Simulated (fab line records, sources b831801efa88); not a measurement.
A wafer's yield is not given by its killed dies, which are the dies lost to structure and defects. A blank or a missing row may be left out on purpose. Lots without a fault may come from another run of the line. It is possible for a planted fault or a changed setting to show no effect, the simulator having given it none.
fab line records | flow sky130
[record] lots = 12 wafers = 36 last_day = 50
route steps=708 shown FIELD_ISO@5 NWELL@58 PWDE@84 PAD_OPEN@708
lots untouched by any fault: they come from a run of this same line in which no faults occurred
start_h: hours from the record's opening day to when the first of the lot's shown wafers began | wait_h: time in hours since the lot's previous step | " the same as in the row above | L1.1+2: a row that stands for several wafers | - value missing, or start not given | * or withheld: withheld | < > ~ a bound
route shown NAME@n: NAME is a module with steps in the file, n the number in the route of the first one | usual: the fault-free wafers' mean and standard deviation | same: alike in all rows | chamber/n: place in a boat | sites: the reading at each site | _std_site: the standard deviation of these | _edge_site: mean of outer sites minus mean of inner sites | radius_mm: for every site, how far away it sits from the centre of the wafer | mask NAME#n: copy n | behind: the last tool/chamber to shape the wafer | hold: what put the lot on hold/how long, in hours/how the hold closed | device: whichever transistor did not switch (one of n, p or np) | end of line: the route-end tests of the same wafers | for a step that has no rows: nothing shown but its recipe | killed: at the first sort, the dies lost to defects and structure; wafer yield is something else | map: a wafer's dies, marking killed ones x, the rest . and places with no die _
set.NAME: the run value of the setting; set.NAME@STEP: its run value at that earlier step | model.NAME: the simulator's own value behind a step, which no gauge read
steps of the route over a sample of lots; a table a step, a row a wafer
services: the hour from which a tool's chamber was out of use, counted from the record's first day as start_h (under 0 if before that day), plus the number of hours and why
[[steps]]
[step SKY_FIELD_ISO_THK_MEAS_04]
[recipe] reads = Si3N4_of_FIELD_ISO_CVD_03
[usual] FIELD_ISO_CVD_03_THK = 165.4/1.5
// columns lot.wafer tool chamber start_h wait_h FIELD_ISO_CVD_03_THK[nm]
L531.1 film_metro-01 - 35.77 0.0 165.5
L531.5 " - " " 166.4
L531.6 " - " " 166.7
L532.3 film_metro-03 - 40.04 0.0 164.8
L532.5 " - " " 164.9
L532.6 " - " " 164.3
L533.4 film_metro-02 - 44.09 0.0 167.5
L533.5 " - " " 168.0
L533.6 " - " " 169.3
L535.4 film_metro-03 - 58.94 0.0 164.1
L535.5 " - " " 163.6
L535.6 " - " " 164.7
L536.1 film_metro-03 - 67.85 0.0 163.2
L536.2 " - " " 163.4
L536.5 " - " " 164.4
L537.1 film_metro-01 - 70.84 0.0 163.6
L537.4 " - " " 161.0
L537.6 " - " " 163.3
L539.3 film_metro-03 - 77.50 0.0 165.8
L539.5 " - " " 165.8
L539.6 " - " " 165.8
L545.1 film_metro-01 - 106.14 0.0 167.1
L545.3 " - " " 165.2
L545.4 " - " " 164.4
L546.1 film_metro-02 - 112.15 0.0 165.4
L546.2 " - " " 166.0
L546.6 " - " " 166.1
L547.1 film_metro-01 - 116.00 0.0 165.4
L547.5 " - " " 164.6
L547.6 " - " " 164.2
L548.1 film_metro-01 - 120.74 0.0 166.4
L548.3 " - " " 166.0
L548.6 " - " " 166.7
L549.1 film_metro-03 - 126.05 0.0 165.0
L549.5 " - " " 164.8
L549.6 " - " " 163.8
[step SKY_FIELD_ISO_STRIP_16]
[recipe] chemistry = O2/N2 power_w = 1400 pressure_mtorr = 1500 platen_temp_c = withheld o2_flow_sccm = 3000 n2_flow_sccm = 300 overash_fraction = 0.5
[usual] drypump_motor_current_A = 5.77/0.19 oes_product_au = 0.378/0.004 strip_time_to_endpoint_s = 3.563/0.026
// columns lot.wafer tool chamber start_h wait_h drypump_motor_current_A oes_product_au rf_hours_counter_h strip_time_to_endpoint_s
L531.1 plasma_asher-02 1 51.77 0.0 5.90 0.383 24 3.577
L531.5 " 0 " " 5.51 0.382 - 3.554
L531.6 " 1 " " 5.91 0.380 - 3.555
L532.3 plasma_asher-03 1 55.12 0.1 5.58 0.378 - 3.619
L532.5 " 1 " " 5.56 0.380 - 3.654
L532.6 " 0 " " 6.04 0.372 - 3.532
L533.4 plasma_asher-03 0 59.75 0.1 6.04 0.378 - 3.559
L533.5 " 0 " " 6.05 0.378 - 3.587
L533.6 " 1 " " 5.55 0.377 - 3.544
L535.4 plasma_asher-01 1 74.89 0.1 5.77 0.375 - 3.542
L535.5 " 1 " " 5.78 0.375 - 3.594
L535.6 " 0 " " 5.82 0.378 - 3.531
L536.1 plasma_asher-01 0 83.65 0.0 5.83 0.376 38 3.508
L536.2 " 1 " " 5.77 0.373 38 3.549
L536.5 " 1 " " 5.79 0.374 - 3.523
L537.1 plasma_asher-02 1 85.75 0.0 5.90 0.377 28 3.566
L537.4 " 1 " " 5.89 0.374 - 3.563
L537.6 " 0 " " 5.51 0.380 - 3.578
L539.3 plasma_asher-01 1 93.50 0.1 5.77 0.377 - 3.559
L539.5 " 1 " " 5.77 0.377 - 3.583
L539.6 " 0 " " 5.85 0.379 - 3.551
L545.1 plasma_asher-03 0 123.86 0.0 6.04 0.377 0 3.557
L545.3 " 1 " " 5.59 0.375 - 3.556
L545.4 " 0 " " 6.04 0.382 - 3.544
L546.1 plasma_asher-01 1 130.41 0.0 5.76 0.379 43 3.556
L546.2 " 0 " " 5.83 0.385 43 3.574
L546.6 " 0 " " 5.84 0.379 - 3.578
L547.1 plasma_asher-02 0 133.65 0.0 5.56 0.369 33 3.572
L547.5 " 0 " " 5.54 0.383 - 3.589
L547.6 " 1 " " 5.87 0.375 - 3.578
L548.1 plasma_asher-03 0 139.96 0.0 6.07 0.378 2 3.583
L548.3 " 0 " " 6.05 0.375 - 3.578
L548.6 " 0 " " 6.04 0.375 - 3.561
L549.1 plasma_asher-02 1 145.45 0.0 5.89 0.381 34 3.549
L549.5 " 0 " " 5.55 0.385 - 3.545
L549.6 " 1 " " 5.90 0.384 - 3.539
[step SKY_NWELL_COAT_05]
[recipe] spin_rpm = 2000 resist_thk_nm = 3000
[usual] chill_plate_temp_C = 22.97/0.11 dispense_pressure_kPa = 48/3.5
// columns lot.wafer tool chamber start_h wait_h chill_plate_temp_C dispense_pressure_kPa
L531.1 litho_track-02 0 113.50 0.1 22.79 50
L531.5 " 0 " " 23.02 50
L531.6 " 0 " " 23.08 50
L532.3 litho_track-01 0 114.11 0.1 23.11 43
L532.5 " 0 " " 23.15 43
L532.6 " 0 " " 22.88 43
L533.4 litho_track-02 0 124.32 0.1 23.02 50
L533.5 " 0 " " 22.99 50
L533.6 " 0 " " 22.91 50
L535.4 litho_track-01 0 136.24 0.1 22.82 43
L535.5 " 0 " " 22.94 43
L535.6 " 0 " " 23.07 43
L536.1 litho_track-02 - 140.70 0.1 - -
L536.2 " - " " - -
L536.5 " - " " - -
L537.1 litho_track-03 - 141.33 0.1 - -
L537.4 " - " " - -
L537.6 " - " " - -
L539.3 litho_track-03 0 145.58 0.1 22.87 51
L539.5 " 0 " " 22.91 51
L539.6 " 0 " " 23.00 51
L545.1 litho_track-02 0 180.70 0.1 23.05 50
L545.3 " 0 " " 23.14 50
L545.4 " 0 " " 22.89 50
L546.1 litho_track-01 0 187.86 0.1 22.97 43
L546.2 " 0 " " 23.02 43
L546.6 " 0 " " 23.18 43
L547.1 litho_track-02 0 192.90 0.1 22.96 50
L547.5 " 0 " " 22.96 50
L547.6 " 0 " " 23.06 50
L548.1 litho_track-01 0 199.36 0.1 22.94 43
L548.3 " 0 " " 22.92 43
L548.6 " 0 " " 22.84 43
L549.1 litho_track-01 0 203.71 0.1 22.75 43
L549.5 " 0 " " 22.73 43
L549.6 " 0 " " 22.98 43
[step SKY_NWELL_OVL_MEAS_10]
[usual] NWELL_00_OVL = -0.1/1.2
// columns lot.wafer tool chamber start_h wait_h NWELL_00_OVL[nm]
L531.1 overlay-01 - 122.23 - -2.1
L531.5 " - " " 0.4
L531.6 " - " " 0.0
L532.3 overlay-02 - 123.36 - -1.7
L532.5 " - " " -1.8
L532.6 " - " " -0.8
L533.4 overlay-02 - 133.26 - 0.4
L533.5 " - " " 0.2
L533.6 " - " " -1.8
L535.4 overlay-02 - 145.88 - -0.6
L535.5 " - " " -0.3
L535.6 " - " " -0.9
L536.1 overlay-01 - 150.51 - -
L536.2 " - " " -
L536.5 " - " " -
L537.1 overlay-02 - 150.86 - -
L537.4 " - " " -
L537.6 " - " " -
L539.3 overlay-01 - 155.41 - -1.4
L539.5 " - " " -1.1
L539.6 " - " " -2.6
L545.1 overlay-01 - 191.13 - -1.7
L545.3 " - " " -0.9
L545.4 " - " " -0.2
L546.1 overlay-02 - 198.75 - 1.0
L546.2 " - " " -1.2
L546.6 " - " " 0.7
L547.1 overlay-01 - 203.41 - -1.0
L547.5 " - " " 0.4
L547.6 " - " " 1.0
L548.1 overlay-01 - 210.65 - -0.2
L548.3 " - " " 0.0
L548.6 " - " " 0.6
L549.1 overlay-01 - 214.95 - 0.1
L549.5 " - " " 0.2
L549.6 " - " " -0.7
[step SKY_NWELL_TW_MEAS_26]
[usual] NWELL_2_TW = 496/5.8
// columns lot.wafer tool chamber start_h wait_h NWELL_2_TW
L531.1 film_metro-01 - 141.32 0.1 495
L531.5 " - " " 494
L531.6 " - " " 490
L532.3 film_metro-01 - 143.02 0.1 492
L532.5 " - " " 493
L532.6 " - " " 491
L533.4 film_metro-04 - 153.83 0.1 506
L533.5 " - " " 503
L533.6 " - " " 506
L535.4 film_metro-01 - 166.46 0.1 491
L535.5 " - " " 493
L535.6 " - " " 492
L536.1 film_metro-04 - 171.53 0.1 1849
L536.2 " - " " 1851
L536.5 " - " " 1852
L537.1 film_metro-02 - 171.72 0.1 1803
L537.4 " - " " 1810
L537.6 " - " " 1820
L539.3 film_metro-02 - 176.42 0.1 488
L539.5 " - " " 487
L539.6 " - " " 486
L545.1 film_metro-01 - 213.03 0.1 493
L545.3 " - " " 492
L545.4 " - " " 489
L546.1 film_metro-02 - 221.87 0.1 496
L546.2 " - " " 495
L546.6 " - " " 489
L547.1 film_metro-04 - 226.43 0.1 503
L547.5 " - " " 506
L547.6 " - " " 505
L548.1 film_metro-04 - 234.13 0.1 505
L548.3 " - " " 505
L548.6 " - " " 503
L549.1 film_metro-01 - 238.23 0.1 490
L549.5 " - " " 491
L549.6 " - " " 490
[step SKY_NWELL_RS_MEAS_31]
[recipe] thk_meas_gauge = four-point-probe
[usual] PWDE_RS = 5285/17
// columns lot.wafer tool chamber start_h wait_h PWDE_RS[ohm/sq]
L531.1 film_metro-02 - 141.77 0.1 5261
L531.5 " - " " 5259
L531.6 " - " " 5271
L532.3 film_metro-01 - 143.49 0.1 5281
L532.5 " - " " 5300
L532.6 " - " " 5285
L533.4 film_metro-02 - 154.31 0.1 5268
L533.5 " - " " 5275
L533.6 " - " " 5272
L535.4 film_metro-02 - 166.95 0.1 5270
L535.5 " - " " 5278
L535.6 " - " " 5291
L536.1 film_metro-01 - 171.98 0.1 5288
L536.2 " - " " 5289
L536.5 " - " " 5299
L537.1 film_metro-04 - 172.27 0.1 5299
L537.4 " - " " 5302
L537.6 " - " " 5313
L539.3 film_metro-01 - 176.99 0.1 5283
L539.5 " - " " 5283
L539.6 " - " " 5285
L545.1 film_metro-02 - 213.49 0.1 5301
L545.3 " - " " 5302
L545.4 " - " " 5292
L546.1 film_metro-02 - 222.42 0.1 5277
L546.2 " - " " 5281
L546.6 " - " " 5264
L547.1 film_metro-01 - 226.98 0.1 5311
L547.5 " - " " 5311
L547.6 " - " " 5300
L548.1 film_metro-01 - 234.58 0.1 5304
L548.3 " - " " 5307
L548.6 " - " " 5309
L549.1 film_metro-04 - 238.73 0.1 5263
L549.5 " - " " 5278
L549.6 " - " " 5268
[step SKY_PAD_OPEN_PROBE_99]
[usual] killed_at_M0_to_M3 = 43/6.9 killed_at_M4_up = 3.0/1.8 killed_at_contacts = 24/4.8 killed_at_front_end = 15/4.5 killed_at_other = 0.4/0.67 killed_dies = 86/9.2 killed_on_rim = 17/3.5 killed_open = 46/6.9 killed_short = 39/6
[same] gross_dies = 492 killed_at_back_side = 0
// columns lot.wafer tool chamber start_h wait_h killed_at_M0_to_M3 killed_at_M4_up killed_at_contacts killed_at_front_end killed_at_other killed_dies killed_on_rim killed_open killed_short
L531.1 prober-02 - 1117.38 0.1 40 3 26 12 1 82 16 37 44
L531.5 prober-02 - 1117.58 0.2 34 1 23 19 2 79 15 36 40
L531.6 prober-02 - 1117.63 0.2 44 0 16 19 2 81 13 38 41
L532.3 prober-01 - 1122.32 0.2 42 3 23 15 0 83 16 47 36
L532.5 prober-01 - 1122.42 0.2 50 2 26 6 0 84 12 44 40
L532.6 prober-01 - 1122.47 0.2 49 3 20 16 1 89 16 45 43
L537.1 prober-01 - 1144.57 0.1 56 7 28 400 1 492 96 59 39
L537.4 prober-01 - 1144.72 0.2 47 3 21 421 0 492 96 49 31
L537.6 prober-01 - 1144.82 0.2 45 2 25 420 0 492 96 47 37
L536.1 prober-02 - 1145.89 0.1 46 4 28 414 0 492 96 61 37
L536.2 prober-02 - 1145.94 0.1 38 2 32 419 1 492 96 56 36
L536.5 prober-02 - 1146.09 0.2 44 6 12 430 0 492 96 49 33
L545.1 prober-01 - 1178.70 0.1 45 5 27 13 0 90 18 50 37
L545.3 prober-01 - 1178.80 0.2 43 3 24 9 0 79 13 40 39
L545.4 prober-01 - 1178.85 0.2 43 1 28 17 0 89 25 55 33
L548.1 prober-02 - 1198.34 0.1 43 3 31 14 1 92 19 45 45
L548.3 prober-02 - 1198.44 0.2 31 2 22 11 1 67 17 33 33
L548.6 prober-02 - 1198.59 0.2 43 3 21 14 0 81 23 42 37
L549.1 prober-01 - 1199.71 0.1 57 1 25 16 2 101 15 57 42
L549.5 prober-01 - 1199.91 0.2 46 3 35 11 0 95 19 51 43
L549.6 prober-01 - 1199.96 0.2 55 3 22 18 1 99 19 51 47
// killed by level:class
L531.1 LI_CONTACT:geometric_particle:open=10 VIA1:geometric_particle:open=9 METAL2:geometric_particle:short=7 FIELD_ISO:geometric_particle:short=6 VIA1:geometric_particle:short=6 CONTACT:geometric_particle:short=5 VIA2:geometric_particle:open=5 CONTACT:geometric_particle:open=4
L531.5 CONTACT:geometric_particle:short=8 POLY_GATE:geometric_particle:open=6 VIA1:geometric_particle:open=6 VIA2:geometric_particle:open=6 METAL2:geometric_particle:short=5 POLY_GATE:geometric_particle:short=4 LI_CONTACT:geometric_particle:open=4 CONTACT:geometric_particle:open=4
L531.6 FIELD_ISO:geometric_particle:short=8 VIA2:geometric_particle:open=8 METAL1:geometric_particle:short=7 METAL2:geometric_particle:short=6 VIA2:geometric_particle:short=6 LI_CONTACT:geometric_particle:open=5 VIA3:geometric_particle:open=5 VIA1:geometric_particle:open=5
L532.3 VIA1:geometric_particle:open=10 VIA2:geometric_particle:open=9 CONTACT:geometric_particle:open=7 LI_CONTACT:geometric_particle:open=6 METAL1:geometric_particle:short=6 LOCAL_INTERCONNECT:geometric_particle:short=5 FIELD_ISO:geometric_particle:short=4 FIELD_ISO:geometric_particle:open=4
L532.5 VIA1:geometric_particle:open=9 CONTACT:geometric_particle:open=8 VIA3:geometric_particle:open=8 METAL2:geometric_particle:short=7 LOCAL_INTERCONNECT:geometric_particle:short=7 METAL1:geometric_particle:short=6 CONTACT:geometric_particle:short=5 VIA2:geometric_particle:open=5
L532.6 VIA1:geometric_particle:open=11 METAL2:geometric_particle:short=10 VIA3:geometric_particle:open=8 CONTACT:geometric_particle:open=6 VIA2:geometric_particle:open=6 FIELD_ISO:geometric_particle:short=5 VIA1:geometric_particle:short=5 LOCAL_INTERCONNECT:geometric_particle:short=4
L537.1 NWELL:area_expose=393 VIA1:geometric_particle:open=13 CONTACT:geometric_particle:open=12 VIA2:geometric_particle:open=8 VIA3:geometric_particle:open=8 LI_CONTACT:geometric_particle:open=7 VIA1:geometric_particle:short=7 CONTACT:geometric_particle:short=6
L537.4 NWELL:area_expose=411 VIA1:geometric_particle:open=16 LI_CONTACT:geometric_particle:open=8 VIA3:geometric_particle:open=7 CONTACT:geometric_particle:open=6 VIA1:geometric_particle:short=5 METAL2:geometric_particle:short=5 POLY_GATE:geometric_particle:open=4
L537.6 NWELL:area_expose=408 VIA3:geometric_particle:open=10 VIA2:geometric_particle:open=8 LI_CONTACT:geometric_particle:open=7 VIA3:geometric_particle:short=6 LOCAL_INTERCONNECT:geometric_particle:short=6 CONTACT:geometric_particle:open=6 VIA1:geometric_particle:short=6
L536.1 NWELL:area_expose=394 VIA1:geometric_particle:open=16 LI_CONTACT:geometric_particle:open=9 CONTACT:geometric_particle:open=9 POLY_GATE:geometric_particle:short=6 FIELD_ISO:geometric_particle:open=5 VIA2:geometric_particle:open=5 VIA3:geometric_particle:open=5
L536.2 NWELL:area_expose=400 CONTACT:geometric_particle:open=13 VIA1:geometric_particle:open=11 LI_CONTACT:geometric_particle:open=9 VIA3:geometric_particle:open=9 POLY_GATE:geometric_particle:short=5 POLY_GATE:geometric_particle:open=5 METAL2:geometric_particle:short=5
L536.5 NWELL:area_expose=410 VIA1:geometric_particle:open=12 VIA2:geometric_particle:open=7 POLY_GATE:geometric_particle:open=6 CONTACT:geometric_particle:open=6 VIA1:geometric_particle:short=6 METAL4:geometric_particle:short=5 FIELD_ISO:geometric_particle:short=4
L545.1 CONTACT:geometric_particle:open=11 VIA1:geometric_particle:open=9 CONTACT:geometric_particle:short=7 VIA1:geometric_particle:short=7 VIA2:geometric_particle:open=7 LI_CONTACT:geometric_particle:open=6 VIA3:geometric_particle:open=4 VIA3:geometric_particle:short=4
L545.3 VIA1:geometric_particle:open=14 VIA2:geometric_particle:open=8 CONTACT:geometric_particle:short=6 CONTACT:geometric_particle:open=6 LI_CONTACT:geometric_particle:open=5 METAL1:geometric_particle:short=5 METAL2:geometric_particle:short=5 LOCAL_INTERCONNECT:geometric_particle:short=4
L545.4 VIA1:geometric_particle:open=15 CONTACT:geometric_particle:open=13 FIELD_ISO:geometric_particle:open=6 VIA1:geometric_particle:short=6 LI_CONTACT:geometric_particle:open=5 CONTACT:geometric_particle:short=5 FIELD_ISO:geometric_particle:short=4 METAL1:geometric_particle:short=4
L548.1 VIA1:geometric_particle:short=8 LI_CONTACT:geometric_particle:open=8 LOCAL_INTERCONNECT:geometric_particle:short=7 CONTACT:geometric_particle:open=7 VIA1:geometric_particle:open=6 VIA2:geometric_particle:open=6 METAL2:geometric_particle:short=5 VIA3:geometric_particle:open=5
L548.3 VIA1:geometric_particle:open=10 CONTACT:geometric_particle:open=8 FIELD_ISO:geometric_particle:short=6 VIA2:geometric_particle:short=5 LI_CONTACT:geometric_particle:open=4 METAL1:geometric_particle:short=4 LI_CONTACT:geometric_particle:short=3 LOCAL_INTERCONNECT:geometric_particle:short=3
L548.6 VIA1:geometric_particle:open=9 VIA2:geometric_particle:open=9 CONTACT:geometric_particle:open=7 CONTACT:geometric_particle:short=6 VIA1:geometric_particle:short=5 METAL2:geometric_particle:short=5 FIELD_ISO:geometric_particle:short=4 METAL1:geometric_particle:short=4
L549.1 VIA1:geometric_particle:open=15 VIA2:geometric_particle:open=11 CONTACT:geometric_particle:short=10 CONTACT:geometric_particle:open=8 METAL2:geometric_particle:short=5 LI_CONTACT:geometric_particle:open=5 METAL1:geometric_particle:short=5 VIA3:geometric_particle:open=4
L549.5 LI_CONTACT:geometric_particle:open=12 CONTACT:geometric_particle:open=12 VIA1:geometric_particle:short=8 VIA1:geometric_particle:open=8 VIA2:geometric_particle:open=6 FIELD_ISO:geometric_particle:short=5 LOCAL_INTERCONNECT:geometric_particle:short=5 CONTACT:geometric_particle:short=5
L549.6 METAL1:geometric_particle:short=13 CONTACT:geometric_particle:open=12 VIA1:geometric_particle:open=10 FIELD_ISO:geometric_particle:short=8 VIA3:geometric_particle:open=8 METAL1:geometric_particle:open=6 VIA2:geometric_particle:open=4 METAL3:geometric_particle:short=4
[[services]]
// columns tool chamber start_h hours kind
plasma_asher-01 - 54.81 11.4 repair
plasma_asher-03 - 108.75 9.0 pm
plasma_asher-03 0 108.75 9.0 vent_cycle
plasma_asher-03 1 108.75 9.0 vent_cycle
plasma_asher-03 0 117.75 - clean
plasma_asher-03 1 117.75 - clean
plasma_asher-02 - 173.29 0.4 repair
plasma_asher-03 - 190.92 2.8 repair
[[key]]
[first_sign] step = SKY_NWELL_COAT_05 reading = tool_record direction = missing
[effect] step = SKY_NWELL_OVL_MEAS_10 reading = NWELL_00_OVL direction = missing
[effect] step = SKY_NWELL_TW_MEAS_26 reading = NWELL_2_TW direction = up sigmas = 99+ usual = 496 struck = 1831
[effect] step = SKY_PAD_OPEN_PROBE_99 reading = killed_at_front_end direction = up sigmas = 90 usual = 15 struck = 417
[more_kills_born_at] SKY_NWELL_EXPOSE_07@iline_stepper-01 = 2416
met_at SKY_NWELL_COAT_05
struck_lots L536,L537
tester_left_out L536,L537
not_acting_at SKY_FIELD_ISO_THK_MEAS_04,SKY_FIELD_ISO_STRIP_16,SKY_NWELL_RS_MEAS_31
onset_between 124.32 140.70
[fault] kind = skipped_step_whole tool = litho_track-02,litho_track-03 chamber = - onset_h = 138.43 steps = SKY_NWELL_COAT_05 scope = struck_lots_only
// tester_left_out: of these lots the tester's yield and bins aren't shown, on N5 and GAA mostly nor the transistor test; their killed dies are dies lost to structure and defects alone, not to doping, threshold or leakage, so they don't give the yield
